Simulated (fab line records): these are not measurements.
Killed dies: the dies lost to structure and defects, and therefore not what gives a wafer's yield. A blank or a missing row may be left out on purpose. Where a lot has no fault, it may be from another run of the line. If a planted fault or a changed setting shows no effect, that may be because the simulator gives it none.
One fault through the eyes of 2 desks | flow sky130 | what lay behind the numbers comes last; until then each desk has only its own

## FOR THE TOOL OWNER'S DESK: pvd sputter-01
At SKY_METAL5_SPUTTER_04 (material TiN, target thk 70 nm, time 58.3 s) the tool's own readings: per lot run on this tool, the mean of the sampled wafers that have a number. Any lot whose mean is over 4 standard deviations away from the usual mean is out of limits and marked OUT; that distance is given in the brackets.
Columns: A = throttle valve pct at SKY_METAL5_SPUTTER_04, usual 29.3 %
lot  | first seen here | A
L686 | day 42 21:16    | 29.1
L690 | day 44 05:32    | 28.9
L691 | day 44 07:11    | 29.4
L695 | day 45 07:36    | 29.0
L698 | day 46 09:17    | 29.1
L705 | day 47 22:13    | 29.1
L708 | day 48 21:15    | 28.9
This desk's finding: nothing out of limits on any of the 7 lots.

## THE METROLOGY DESK
Lot by lot, what the gauges showed, no matter which tool ran the lot: averages of those sampled wafers that carry a number. Any lot whose mean is over 4 standard deviations away from the usual mean is out of limits and marked OUT; that distance is given in the brackets.
Columns: A = METAL5_ALCU_THK at SKY_METAL5_THK_MEAS_06, usual 1128 nm
lot  | first seen here | A
L686 | day 42 21:26    | 1109
L688 | day 43 09:03    | 1136
L689 | day 43 17:29    | 1130
L690 | day 44 05:42    | 1133
L691 | day 44 07:22    | 1111
L695 | day 45 07:46    | 1124
L698 | day 46 09:27    | 1120
L700 | day 46 21:14    | 1127
L705 | day 47 22:23    | 1178
L709 | day 48 19:35    | 1128
L708 | day 48 21:25    | 1167
This desk's finding: nothing out of limits on any of the 11 lots.

## BROUGHT TOGETHER
The tool owner's desk saw nothing out of limits.
The metrology desk saw nothing out of limits.

## WHAT THE SIMULATOR HAD INSERTED
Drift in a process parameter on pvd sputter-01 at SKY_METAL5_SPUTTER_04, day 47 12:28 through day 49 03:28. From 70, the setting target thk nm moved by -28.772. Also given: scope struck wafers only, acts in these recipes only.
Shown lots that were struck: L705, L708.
